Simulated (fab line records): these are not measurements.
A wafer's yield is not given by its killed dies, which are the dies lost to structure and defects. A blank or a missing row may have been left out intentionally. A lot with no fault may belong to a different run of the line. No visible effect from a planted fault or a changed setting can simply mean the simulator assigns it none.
Chamber matching -- flow gf180mcu -- pecvd-03 running GF_PASSIVATION_CVD_00: 3 sister chambers
The step deposits SiO2 from TEOS, target thk 1000 nm, time 111.95 s. 3 wafers are shown with their chamber, then 8 later ones without.

== WAFERS WITH THEIR CHAMBER ==
wafer,chamber,heater_power_w (W)
L085.3,0,751
L088.6,2,492
L089.4,1,821

== WAFERS WHOSE CHAMBER IS MISSING ==
wafer,heater_power_w (W)
L089.5,795
L089.6,484
L091.1,834
L091.5,846
L091.6,612
L094.2,544
L094.3,827
L094.4,788

== THE CHAMBER EACH PASSED THROUGH ==
wafer,from the rows above,in truth
L089.5,can't be placed: 1 or 0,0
L089.6,2,2
L091.1,can't be placed: 1 or 0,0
L091.5,can't be placed: 1 or 0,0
L091.6,can't be placed: 2 or 0 or 1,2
L094.2,2,2
L094.3,can't be placed: 1 or 0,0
L094.4,can't be placed: 1 or 0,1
Placed correctly: 2 of 8. Cannot be placed on the basis of these rows: 6; the candidates contain the true chamber in 6. Placed wrongly: 0.
How it was worked out, from the rows above alone: a wafer's distance from a chamber is the root of the sum, over the readings, of the square of ((its reading less the chamber's mean) divided by the reading's scatter). The wafer belongs to the nearest chamber; if the next one is less than 2 further off, it can't be placed. The mean given for a chamber averages the wafers shown for that chamber. The scatter: root of mean squared gap, hidden wafer to nearest shown wafer, with one shown wafer a chamber.
